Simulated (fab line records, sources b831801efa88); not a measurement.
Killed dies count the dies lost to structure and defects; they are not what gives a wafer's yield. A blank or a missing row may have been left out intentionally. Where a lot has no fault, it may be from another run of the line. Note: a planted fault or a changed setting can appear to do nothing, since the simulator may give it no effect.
Code-filled problem report in 8D (eight disciplines) form | flow sky130 | the parts of the form that need people (team, actions taken, sign-off) are left out

== 1. WHAT IS WRONG ==
Mean of stripTimeToEndpointS at SKY_DNWELL_STRIP_08: 37.72 s across 6 wafers in 2 lots; on wafers with no fault it is 36.91 s (standard deviation 0.12). That is +6.8 standard deviations from the usual mean.
The step: strips in O2/N2.
Earliest sighting: wafer L414.1 on plasmaAsher-03 at day 6 12:26. Wafers with a number at this step in the record: 36, from 12 lots. Rule for "out" (also "out of limits"): further than 4 standard deviations from the usual mean. The other wafers with a number count as sound.

== 2. WHAT THIS IS AND IS NOT ==
question                    | is                             | is not
which readings at this step | stripTimeToEndpointS           | chamberPressureMTorr, drypumpMotorCurrentA, oesProductAu
which lots                  | L414, L415                     | L399, L401, L402, L403, L408, L409, L416, L418, L419, L420
which wafers of those lots  | all that have a number         | -
read on which tools         | plasmaAsher-02, plasmaAsher-03 | plasmaAsher-01
when                        | from day 6 12:26               | up to then (18 sound wafers); but 12 sound wafers of L416, L418, L419, L420 came after

== 3. SUSPECTS, AND WHAT RULES EACH OUT ==
Counting: a tool stays on the suspect list if, at a process step up to the reading, it processed all lots that are out and no sound lot following the first of them.
- lithoTrack-01 at SKY_DNWELL_COAT_02 (resist thk 3000 nm): kept. All lots that are out passed through it, beginning with L414 at day 6 02:44, and no sound lot followed; its final sound lot before that point was L409 at day 5 00:14.
Remaining after the count: lithoTrack-01 at SKY_DNWELL_COAT_02.

== 4. THE CAUSE (what the simulator had put in) ==
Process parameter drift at SKY_DNWELL_COAT_02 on lithoTrack-01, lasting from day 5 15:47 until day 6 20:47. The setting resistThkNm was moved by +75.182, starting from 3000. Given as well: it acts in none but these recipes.
Counting left only this tool.

== 5. THE EFFECT CHAIN, in route order ==
Each row: a reading where the mean over the struck wafers with a number is more than 3 standard deviations away from the usual. Scope: only readings with a usual standard deviation given in the record; hours: median across lots of the time from each lot's start at the first step in this table that gives one to its start at this step; sigmas: change in usual standard deviations.
hours | step                | reading              | usual   | on struck wafers | change | sigmas
0     | SKY_DNWELL_STRIP_08 | stripTimeToEndpointS | 36.91 s | 37.72            | +0.81  | +6.8
Process steps it contains:
- SKY_DNWELL_STRIP_08: strips in O2/N2.
At these later measuring or inspecting steps, every struck wafer for which the step has a row has a number for every such reading, and none has moved that far: SKY_DNWELL_TW_MEAS_09.

== 6. HOW IT WOULD HAVE BEEN CAUGHT EARLIER ==
21 hours passed between the start of the fault at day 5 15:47 and the first reading out of limits in this record, taken at day 6 12:26.
An alarm limit of 4 standard deviations would not have fired on the tool readings at SKY_DNWELL_COAT_02 for which the record gives a usual standard deviation, since none of them was out on any struck wafer.
All the lots that are out (2) had begun SKY_DNWELL_COAT_02 on lithoTrack-01 by day 6 12:26. Holding the tool at that point would not have protected any of them.
